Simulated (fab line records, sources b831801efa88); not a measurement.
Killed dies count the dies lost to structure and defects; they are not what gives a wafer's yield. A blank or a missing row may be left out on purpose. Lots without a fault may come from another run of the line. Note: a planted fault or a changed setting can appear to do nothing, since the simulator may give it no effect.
fab line records	flow sky130
record lots=12	wafers=36	lastDay=50
route steps=708 shown VIA2@528 METAL3@536 METAL4@634 PAD_OPEN@708
lots that met no fault: taken from a fault-free run of the same line
startH: hours from the record's first day to the start of the lot's first wafer shown	waitH: hours since the lot's step before	" as in the row above	L1.1+2: a single row standing in for several wafers	- no value, or no start was given	* or withheld: withheld	< > ~ a bound
route shown NAME@n: a module of which the file shows steps, and the number in the route of the first	usual: mean/standard deviation of fault-free wafers	same: alike in all rows	chamber/n: place in a boat	sites: the reading at each site	_std_site: standard deviation across them	_edge_site: the outer-site mean with the inner-site mean subtracted	radiusMm: how far each site lies from the wafer's centre	mask NAME#n: copy n	behind: tool/chamber where the wafer was last shaped	hold: what put the lot on hold/how long, in hours/how the hold closed	device: names the non-switching transistor (n, p or np)	end of line: the tests these same wafers got at the end of their route	a step without rows: its recipe alone	killed: at the first sort, the dies lost to defects and structure; wafer yield is something else	map: shows each die of a wafer: x if killed, . if not, _ if none is there
set.NAME: setting as actually run; set.NAME@STEP: the setting as run at that earlier step	model.NAME: the simulator's own value behind a step, which no gauge read
steps of the route over a sample of lots; a table a step, a row a wafer
services: the hour from which a tool's chamber was out of use, counted from the record's first day as startH (under 0 if before that day), plus the number of hours and why
## steps
# step SKY_VIA2_CVD_21
# recipe material=W	targetThkNm=420	timeS=126.4	tempC=400	pressureTorr=40
# usual heaterPowerW=842/59
lot.wafer	tool	chamber	startH	waitH	heaterPowerW
L908.2	cvdW-02	0	862.62	0.0	859
L908.3	"	1	"	"	837
L908.6	"	0	"	"	886
L910.1	cvdW-01	1	876.67	0.0	907
L910.2	"	0	"	"	771
L910.5	"	0	"	"	770
L909.1	cvdW-02	0	881.74	0.0	903
L909.2	"	1	"	"	837
L909.4	"	1	"	"	838
L912.1	cvdW-01	1	888.87	0.0	922
L912.2	"	0	"	"	776
L912.5	"	0	"	"	783
L919.3	cvdW-01	1	926.76	0.1	907
L919.4	"	0	"	"	796
L919.6	"	0	"	"	773
L920.2	cvdW-02	1	942.00	0.0	782
L920.4	"	0	"	"	836
L920.6	"	0	"	"	854
L921.3	cvdW-02	0	949.36	0.1	836
L921.4	"	1	"	"	780
L921.6	"	1	"	"	796
L923.2	cvdW-02	1	954.59	0.0	772
L923.4	"	1	"	"	777
L923.5	"	1	"	"	803
L924.3	cvdW-01	0	983.67	0.1	810
L924.4	"	1	"	"	921
L924.6	"	0	"	"	790
L925.1	cvdW-02	1	983.72	0.0	773
L925.2	"	0	"	"	831
L925.5	"	0	"	"	866
L930.2	cvdW-01	1	1001.09	0.0	917
L930.3	"	0	"	"	787
L930.5	"	1	"	"	923
L931.1	cvdW-02	1	1003.24	0.0	784
L931.3	"	1	"	"	801
L931.6	"	1	"	"	795
# step SKY_METAL3_SPUTTER_04
# recipe material=TiN	targetThkNm=70	powerW=6500	timeS=58.3	chamberPressurePa=0.4
# usual throttleValvePct=30.2/0.97
lot.wafer	tool	chamber	startH	waitH	throttleValvePct
L908.2	pvdSputter-04	-	863.34	0.0	31.8
L908.3	"	-	"	"	31.0
L908.6	"	-	"	"	30.2
L910.1	pvdSputter-04	-	877.38	0.0	31.6
L910.2	"	-	"	"	30.7
L910.5	"	-	"	"	30.3
L909.1	pvdSputter-04	-	882.45	0.0	30.0
L909.2	"	-	"	"	31.4
L909.4	"	-	"	"	30.7
L912.1	pvdSputter-03	-	889.59	0.0	31.2
L912.2	"	-	"	"	29.5
L912.5	"	-	"	"	30.6
L919.3	pvdSputter-03	-	927.43	0.0	29.5
L919.4	"	-	"	"	30.9
L919.6	"	-	"	"	30.9
L920.2	pvdSputter-04	-	942.71	0.0	29.5
L920.4	"	-	"	"	31.6
L920.6	"	-	"	"	29.4
L921.3	pvdSputter-02	-	950.03	0.0	31.0
L921.4	"	-	"	"	27.6
L921.6	"	-	"	"	28.4
L923.2	pvdSputter-04	-	955.31	0.0	31.5
L923.4	"	-	"	"	29.2
L923.5	"	-	"	"	30.9
L924.3	pvdSputter-03	-	984.35	0.0	29.7
L924.4	"	-	"	"	29.8
L924.6	"	-	"	"	31.1
L925.1	pvdSputter-02	-	984.44	0.0	27.9
L925.2	"	-	"	"	30.7
L925.5	"	-	"	"	31.0
L930.2	pvdSputter-03	-	1001.81	0.0	29.7
L930.3	"	-	"	"	29.6
L930.5	"	-	"	"	29.6
L931.1	pvdSputter-02	-	1003.96	0.0	30.7
L931.3	"	-	"	"	30.7
L931.6	"	-	"	"	30.6
# step SKY_METAL3_OVL_MEAS_14
# usual METAL3_OVL=4/6.2
lot.wafer	tool	chamber	startH	waitH	METAL3_OVL[nm]
L908.2	overlay-02	-	913.70	0.1	7
L908.3	"	-	"	"	6
L908.6	"	-	"	"	1
L910.1	overlay-02	-	927.15	0.1	4
L910.2	"	-	"	"	-3
L910.5	"	-	"	"	1
L909.1	overlay-02	-	932.28	0.1	7
L909.2	"	-	"	"	6
L909.4	"	-	"	"	5
L912.1	overlay-01	-	939.03	0.1	14
L912.2	"	-	"	"	21
L912.5	"	-	"	"	12
L919.3	overlay-01	-	977.36	0.1	3
L919.4	"	-	"	"	9
L919.6	"	-	"	"	1
L920.2	overlay-01	-	991.59	0.1	10
L920.4	"	-	"	"	14
L920.6	"	-	"	"	6
L921.3	overlay-01	-	999.16	0.1	6
L921.4	"	-	"	"	2
L921.6	"	-	"	"	4
L923.2	overlay-02	-	1003.55	0.1	2
L923.4	"	-	"	"	4
L923.5	"	-	"	"	0
L924.3	overlay-02	-	1031.34	0.1	10
L924.4	"	-	"	"	0
L924.6	"	-	"	"	8
L925.1	overlay-02	-	1031.68	0.1	0
L925.2	"	-	"	"	5
L925.5	"	-	"	"	3
L930.2	overlay-02	-	1049.23	0.1	13
L930.3	"	-	"	"	6
L930.5	"	-	"	"	7
L931.1	overlay-01	-	1050.40	0.1	0
L931.3	"	-	"	"	-1
L931.6	"	-	"	"	-2
# step SKY_METAL4_METAL_ETCH_18
# recipe targetDepthA=8450	stopOn=SiO2	overEtchFrac=0.3	timeS=183.1	chemistry=Cl2/BCl3	resistSidewallDeg=88	pressureMtorr=10	icpW=900	biasW=48.5	Cl2_flow_sccm=60	bcl3FlowSccm=30
# usual biasW=48.53/0.14	chamberPressureMTorr=10.000/0.0083	drypumpMotorCurrentA=5.73/0.2	oesProductAu=0.855/0.0062	throttleValvePct=22.265/0.0093
lot.wafer	tool	chamber	startH	waitH	biasW	chamberPressureMTorr	drypumpMotorCurrentA	oesProductAu	rfHoursCounterH	throttleValvePct
L908.2	rieMetal-04	0	990.65	0.0	48.25	9.997	5.41	0.852	17	22.272
L908.3	"	1	"	"	48.52	10.015	5.80	0.853	-	22.258
L908.6	"	1	"	"	48.44	9.989	5.84	0.849	-	22.274
L910.1	rieMetal-03	0	1002.36	0.0	48.52	10.001	6.01	0.856	7	22.262
L910.2	"	1	"	"	48.52	10.002	5.89	0.850	11	22.272
L910.5	"	1	"	"	48.62	10.008	5.86	0.859	-	22.260
L909.1	rieMetal-02	0	1007.24	0.0	48.59	10.007	5.70	0.847	8	22.266
L909.2	"	1	"	"	48.62	10.007	5.65	0.857	6	22.250
L909.4	"	1	"	"	48.56	10.005	5.67	0.846	-	22.271
L912.1	rieMetal-02	0	1014.70	0.0	48.44	9.999	5.70	0.864	9	22.264
L912.2	"	1	"	"	48.44	10.009	5.65	0.855	7	22.260
L912.5	"	0	"	"	48.54	10.000	5.68	0.861	-	22.275
L919.3	rieMetal-04	1	1051.22	0.1	48.60	9.994	5.82	0.843	-	22.275
L919.4	"	0	"	"	48.47	10.003	5.39	0.856	-	22.262
L919.6	"	1	"	"	48.40	10.003	5.81	0.851	-	22.255
L920.2	rieMetal-04	1	1064.32	0.1	50.88	9.993	5.81	0.848	-	22.256
L920.4	"	1	"	"	50.80	10.008	5.81	0.856	-	22.253
L920.6	"	1	"	"	50.93	10.011	5.80	0.853	-	22.262
L921.3	rieMetal-04	0	1072.27	0.1	48.41	10.004	5.39	0.859	-	22.273
L921.4	"	1	"	"	50.80	10.002	5.82	0.855	-	22.269
L921.6	"	1	"	"	50.83	9.995	5.81	0.859	-	22.272
L923.2	rieMetal-02	1	1075.15	0.0	48.45	9.998	5.63	0.860	11	22.246
L923.4	"	0	"	"	48.42	9.991	5.69	0.853	-	22.259
L923.5	"	1	"	"	48.45	10.004	5.66	0.851	-	22.257
L924.3	rieMetal-02	0	1101.43	0.1	48.54	10.005	5.70	0.869	-	22.269
L924.4	"	1	"	"	48.68	10.008	5.66	0.863	-	22.257
L924.6	"	0	"	"	48.69	9.993	5.70	0.871	-	22.270
L925.1	rieMetal-03	0	1102.05	0.0	48.28	9.996	6.00	0.859	13	22.269
L925.2	"	1	"	"	48.38	9.993	5.84	0.854	17	22.280
L925.5	"	1	"	"	48.43	9.981	5.87	0.861	-	22.278
L930.2	rieMetal-03	0	1117.55	0.0	48.29	10.017	6.00	0.860	14	22.260
L930.3	"	0	"	"	48.56	10.003	6.03	0.855	-	22.266
L930.5	"	1	"	"	48.43	10.005	5.85	0.860	-	22.263
L931.1	rieMetal-03	0	1118.86	0.0	48.35	9.996	6.00	0.853	15	22.272
L931.3	"	0	"	"	48.33	9.998	6.01	0.857	-	22.257
L931.6	"	0	"	"	48.62	10.020	6.01	0.857	-	22.286
# step SKY_PAD_OPEN_PROBE_99
# usual defectLimitedYield=82.6/1.9	killed_at_M0_to_M3=43/7.1	killed_at_M4_up=3.0/1.6	killedAtContacts=24/5.3	killedAtFrontEnd=16/4.1	killedAtOther=0.5/0.82	killedDies=86/9.4	killedOpen=46/6.9	killedShort=39/6.5	sort_bin_3_pad_short=0.9/0.45	sort_bin_5_function=10.3/1.5	sort_bin_6_memory=6.2/1.1	sortNPass=406/9.4	sortYieldPct=82.6/1.9
# same grossDies=492	killedAtBackSide=0	sort_bin_4_leakage[%]=0	sort_bin_8_speed[%]=0
lot.wafer	tool	chamber	startH	waitH	defectLimitedYield[%]	killed_at_M0_to_M3	killed_at_M4_up	killedAtContacts	killedAtFrontEnd	killedAtOther	killedDies	killedOpen	killedShort	sort_bin_3_pad_short[%]	sort_bin_5_function[%]	sort_bin_6_memory[%]	sortNPass	sortYieldPct[%]
L919.3	prober-01	-	1139.28	0.2	82.3	44	2	25	16	0	87	47	40	1.2	10.6	5.9	405	82.3
L919.4	prober-01	-	1139.33	0.2	80.7	49	3	28	15	0	95	54	37	1.2	11.8	6.3	397	80.7
L919.6	prober-01	-	1139.43	0.2	85.6	39	2	20	10	0	71	36	35	1.4	7.7	5.3	421	85.6
# killed by level:class
L919.3 LOCAL_INTERCONNECT:geometricParticle:short=9 VIA1:geometricParticle:open=9 VIA2:geometricParticle:open=8 FIELD_ISO:geometricParticle:short=7 LI_CONTACT:geometricParticle:open=7 VIA1:geometricParticle:short=6 VIA3:geometricParticle:open=5 CONTACT:geometricParticle:short=4
L919.4 CONTACT:geometricParticle:open=11 VIA2:geometricParticle:open=11 LI_CONTACT:geometricParticle:open=9 VIA1:geometricParticle:open=9 FIELD_ISO:geometricParticle:short=6 VIA1:geometricParticle:short=5 METAL2:geometricParticle:short=5 CONTACT:geometricParticle:short=4
L919.6 VIA1:geometricParticle:open=7 CONTACT:geometricParticle:open=7 VIA1:geometricParticle:short=6 LI_CONTACT:geometricParticle:open=5 VIA2:geometricParticle:open=5 FIELD_ISO:geometricParticle:short=4 CONTACT:geometricParticle:short=4 METAL1:geometricParticle:short=4
## services
tool	chamber	startH	hours	kind
rieMetal-04	1	853.73	-	clean
pvdSputter-04	-	880.49	1.2	repair
pvdSputter-03	-	889.81	9.0	repair
cvdW-02	-	900.54	6.9	pm
pvdSputter-02	-	900.89	1.3	repair
cvdW-02	-	907.44	14.0	pm
cvdW-02	0	907.44	14.0	ventCycle
cvdW-02	1	907.44	14.0	ventCycle
cvdW-02	0	921.44	-	clean
cvdW-02	1	921.44	-	clean
cvdW-01	-	939.65	28.1	pm
rieMetal-04	-	942.68	8.9	repair
rieMetal-02	1	946.45	3.9	repair
rieMetal-02	-	948.80	4.3	pm
rieMetal-02	0	962.05	2.9	repair
pvdSputter-02	-	963.74	3.7	repair
rieMetal-03	-	1008.49	0.6	repair
pvdSputter-03	-	1013.09	3.5	repair
cvdW-01	-	1038.93	6.0	pm
rieMetal-03	-	1047.00	14.6	pm
cvdW-02	0	1058.14	11.7	repair
rieMetal-04	0	1063.94	3.7	repair
cvdW-01	0	1082.95	4.3	repair
rieMetal-03	-	1096.45	0.6	repair
## key
firstSign step=SKY_METAL4_METAL_ETCH_18	reading=biasW	direction=up	sigmas=17	usual=48.53	struck=50.85
effect none on later readings
metAt SKY_METAL4_METAL_ETCH_18
struckLots L920,L921
struckWafers L920.2,L920.4,L920.6,L921.4,L921.6
notActingAt SKY_VIA2_CVD_21,SKY_METAL3_SPUTTER_04,SKY_METAL3_OVL_MEAS_14
onsetBetween 1051.22 1064.32
fault kind=processParameterDrift	tool=rieMetal-04	chamber=1	onsetH=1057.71	steps=SKY_METAL4_METAL_ETCH_18	channel=biasW	offset=2.1914	shape=step	endH=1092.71	actsIn=theseRecipesOnly	stated=48.5
